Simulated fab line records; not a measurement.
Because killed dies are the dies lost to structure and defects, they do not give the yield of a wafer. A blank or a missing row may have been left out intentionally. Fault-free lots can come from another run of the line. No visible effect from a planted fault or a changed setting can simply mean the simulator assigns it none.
What tool caused it? || flow sky130 || 12 lots with 36 wafers sampled at 3 steps, on a route of 708 steps

== WHAT THE GAUGES SHOWED, per wafer ==
SKY_VIA3_CD_MEAS_12 targets a cd of 200 nm. Usual: cdNm at 200.0 nm, with a standard deviation of 1.3.
{"lot": "L956", "measured": "day 39 13:34", "on": "cdSem-02", "cdNm (nm)": "201.0 201.2 201.2", "flag": ""}
{"lot": "L957", "measured": "day 39 17:02", "on": "cdSem-02", "cdNm (nm)": "200.6 200.3 200.9", "flag": ""}
{"lot": "L958", "measured": "day 39 19:12", "on": "cdSem-01", "cdNm (nm)": "199.8 200.6 198.4", "flag": ""}
{"lot": "L959", "measured": "day 40 12:43", "on": "cdSem-02", "cdNm (nm)": "201.1 199.0 200.4", "flag": ""}
{"lot": "L960", "measured": "day 40 14:26", "on": "cdSem-01", "cdNm (nm)": "201.4 200.2 200.3", "flag": ""}
{"lot": "L965", "measured": "day 42 18:43", "on": "cdSem-01", "cdNm (nm)": "200.5 199.6 199.8", "flag": ""}
{"lot": "L970", "measured": "day 43 14:08", "on": "cdSem-01", "cdNm (nm)": "200.6 201.1 199.2", "flag": ""}
{"lot": "L973", "measured": "day 44 10:23", "on": "cdSem-02", "cdNm (nm)": "200.0 198.4 198.1", "flag": ""}
{"lot": "L974", "measured": "day 44 10:56", "on": "cdSem-01", "cdNm (nm)": "200.1 200.4 199.8", "flag": ""}
{"lot": "L975", "measured": "day 44 21:01", "on": "cdSem-01", "cdNm (nm)": "200.1 202.0 201.9", "flag": ""}
{"lot": "L976", "measured": "day 45 04:31", "on": "cdSem-01", "cdNm (nm)": "197.5 197.4 198.7", "flag": ""}
{"lot": "L977", "measured": "day 45 07:13", "on": "cdSem-02", "cdNm (nm)": "200.3 199.9 200.3", "flag": ""}

== WHAT TOOL EACH LOT RAN ON (gives the tool, then ch and the chambers of the sampled wafers, and finally the start) ==
{"lot": "L956", "SKY_METAL2_STRIP_20": "plasmaAsher-03 ch 0,1, day 35 00:17", "SKY_CAPM_CVD_00": "pecvd-03 ch 1,2, day 36 05:28"}
{"lot": "L957", "SKY_METAL2_STRIP_20": "plasmaAsher-03 ch 0,1, day 35 06:20", "SKY_CAPM_CVD_00": "pecvd-04 ch 0,2, day 36 10:28"}
{"lot": "L958", "SKY_METAL2_STRIP_20": "plasmaAsher-02 ch 1, day 35 07:19", "SKY_CAPM_CVD_00": "pecvd-03 ch 0,2, day 36 12:01"}
{"lot": "L959", "SKY_METAL2_STRIP_20": "plasmaAsher-02 ch 0,1, day 36 02:16", "SKY_CAPM_CVD_00": "pecvd-03 ch 0,1,2, day 37 06:59"}
{"lot": "L960", "SKY_METAL2_STRIP_20": "plasmaAsher-03 ch 0,1, day 36 05:08", "SKY_CAPM_CVD_00": "pecvd-04 ch 0,1,2, day 37 09:43"}
{"lot": "L965", "SKY_METAL2_STRIP_20": "plasmaAsher-02 ch 0,1, day 38 12:25", "SKY_CAPM_CVD_00": "pecvd-03 ch 0,1, day 39 16:19"}
{"lot": "L970", "SKY_METAL2_STRIP_20": "plasmaAsher-03 ch 0,1, day 39 09:35", "SKY_CAPM_CVD_00": "pecvd-04 ch 0,1,2, day 40 13:05"}
{"lot": "L973", "SKY_METAL2_STRIP_20": "plasmaAsher-03 ch 0,1, day 40 08:35", "SKY_CAPM_CVD_00": "pecvd-02 ch 0,1, day 41 11:28"}
{"lot": "L974", "SKY_METAL2_STRIP_20": "plasmaAsher-01 ch 0, day 40 10:02", "SKY_CAPM_CVD_00": "pecvd-03 ch 1,2, day 41 13:06"}
{"lot": "L975", "SKY_METAL2_STRIP_20": "plasmaAsher-01 ch 0,1, day 40 18:31", "SKY_CAPM_CVD_00": "pecvd-03 ch 0,2, day 41 21:55"}
{"lot": "L976", "SKY_METAL2_STRIP_20": "plasmaAsher-02 ch 0,1, day 41 05:14", "SKY_CAPM_CVD_00": "pecvd-04 ch 1,2, day 42 07:32"}
{"lot": "L977", "SKY_METAL2_STRIP_20": "plasmaAsher-03 ch 0,1, day 41 06:11", "SKY_CAPM_CVD_00": "pecvd-03 ch 0,1, day 42 09:23"}
- SKY_METAL2_STRIP_20: strips in O2/N2.
- SKY_CAPM_CVD_00: deposits SiO2, target thk 15.5 nm.

== AS READ BY THE TOOLS THEMSELVES (means over the sampled wafers that have a number; for cases with no such wafer, the mark the record gives instead) ==
SKY_METAL2_STRIP_20. Usual: drypumpMotorCurrentA 5.6 A, standard deviation 0.34; oesProductAu 0.341 a.u., standard deviation 0.0058; stripTimeToEndpointS 2.68 s, standard deviation 0.088.
{"lot": "L956", "tool": "plasmaAsher-03", "drypumpMotorCurrentA (A)": 5.6, "oesProductAu (a.u.)": 0.341, "stripTimeToEndpointS (s)": 2.71, "flag": ""}
{"lot": "L957", "tool": "plasmaAsher-03", "drypumpMotorCurrentA (A)": 5.6, "oesProductAu (a.u.)": 0.339, "stripTimeToEndpointS (s)": 2.61, "flag": ""}
{"lot": "L958", "tool": "plasmaAsher-02", "drypumpMotorCurrentA (A)": 5.9, "oesProductAu (a.u.)": 0.345, "stripTimeToEndpointS (s)": 2.69, "flag": ""}
{"lot": "L959", "tool": "plasmaAsher-02", "drypumpMotorCurrentA (A)": 5.6, "oesProductAu (a.u.)": 0.340, "stripTimeToEndpointS (s)": 2.72, "flag": ""}
{"lot": "L960", "tool": "plasmaAsher-03", "drypumpMotorCurrentA (A)": 5.6, "oesProductAu (a.u.)": 0.347, "stripTimeToEndpointS (s)": 2.76, "flag": ""}
{"lot": "L965", "tool": "plasmaAsher-02", "drypumpMotorCurrentA (A)": 5.6, "oesProductAu (a.u.)": 0.342, "stripTimeToEndpointS (s)": 2.69, "flag": ""}
{"lot": "L970", "tool": "plasmaAsher-03", "drypumpMotorCurrentA (A)": 5.6, "oesProductAu (a.u.)": 0.334, "stripTimeToEndpointS (s)": 2.57, "flag": ""}
{"lot": "L973", "tool": "plasmaAsher-03", "drypumpMotorCurrentA (A)": 5.7, "oesProductAu (a.u.)": 0.336, "stripTimeToEndpointS (s)": 2.55, "flag": ""}
{"lot": "L974", "tool": "plasmaAsher-01", "drypumpMotorCurrentA (A)": 5.2, "oesProductAu (a.u.)": 0.345, "stripTimeToEndpointS (s)": 2.72, "flag": ""}
{"lot": "L975", "tool": "plasmaAsher-01", "drypumpMotorCurrentA (A)": 5.9, "oesProductAu (a.u.)": 0.343, "stripTimeToEndpointS (s)": 2.69, "flag": ""}
{"lot": "L976", "tool": "plasmaAsher-02", "drypumpMotorCurrentA (A)": 5.4, "oesProductAu (a.u.)": 0.342, "stripTimeToEndpointS (s)": 2.62, "flag": ""}
{"lot": "L977", "tool": "plasmaAsher-03", "drypumpMotorCurrentA (A)": 5.6, "oesProductAu (a.u.)": 0.341, "stripTimeToEndpointS (s)": 2.71, "flag": ""}

SKY_CAPM_CVD_00. Usual: heaterPowerW at 772 W, with a standard deviation of 160.
{"lot": "L956", "tool": "pecvd-03", "heaterPowerW (W)": 894, "flag": ""}
{"lot": "L957", "tool": "pecvd-04", "heaterPowerW (W)": 610, "flag": ""}
{"lot": "L958", "tool": "pecvd-03", "heaterPowerW (W)": 637, "flag": ""}
{"lot": "L959", "tool": "pecvd-03", "heaterPowerW (W)": 761, "flag": ""}
{"lot": "L960", "tool": "pecvd-04", "heaterPowerW (W)": 676, "flag": ""}
{"lot": "L965", "tool": "pecvd-03", "heaterPowerW (W)": 753, "flag": ""}
{"lot": "L970", "tool": "pecvd-04", "heaterPowerW (W)": 698, "flag": ""}
{"lot": "L973", "tool": "pecvd-02", "heaterPowerW (W)": 895, "flag": ""}
{"lot": "L974", "tool": "pecvd-03", "heaterPowerW (W)": 808, "flag": ""}
{"lot": "L975", "tool": "pecvd-03", "heaterPowerW (W)": 620, "flag": ""}
{"lot": "L976", "tool": "pecvd-04", "heaterPowerW (W)": 707, "flag": ""}
{"lot": "L977", "tool": "pecvd-03", "heaterPowerW (W)": 693, "flag": ""}

== THE ANSWER, worked out from the rows above alone ==
Rule: take the mean of a lot's wafers that have a number; if it is more than 3 standard deviations from the usual mean, the lot is off. A lot without any number at a reading at which 4 lots or more have one is off too. Where the step has rows for the other lots, those lots are counted as sound. The gauges are gone through in route order, then the tools' own readings, and for those a lot's mean is taken as printed above. The first step at which some lot is off is used, and at that step the reading that is off furthest; a lot without a number counts as furthest.
None of the lots is off at any reading shown; this tells nothing.

== WHAT THE SIMULATOR PUT IN ==
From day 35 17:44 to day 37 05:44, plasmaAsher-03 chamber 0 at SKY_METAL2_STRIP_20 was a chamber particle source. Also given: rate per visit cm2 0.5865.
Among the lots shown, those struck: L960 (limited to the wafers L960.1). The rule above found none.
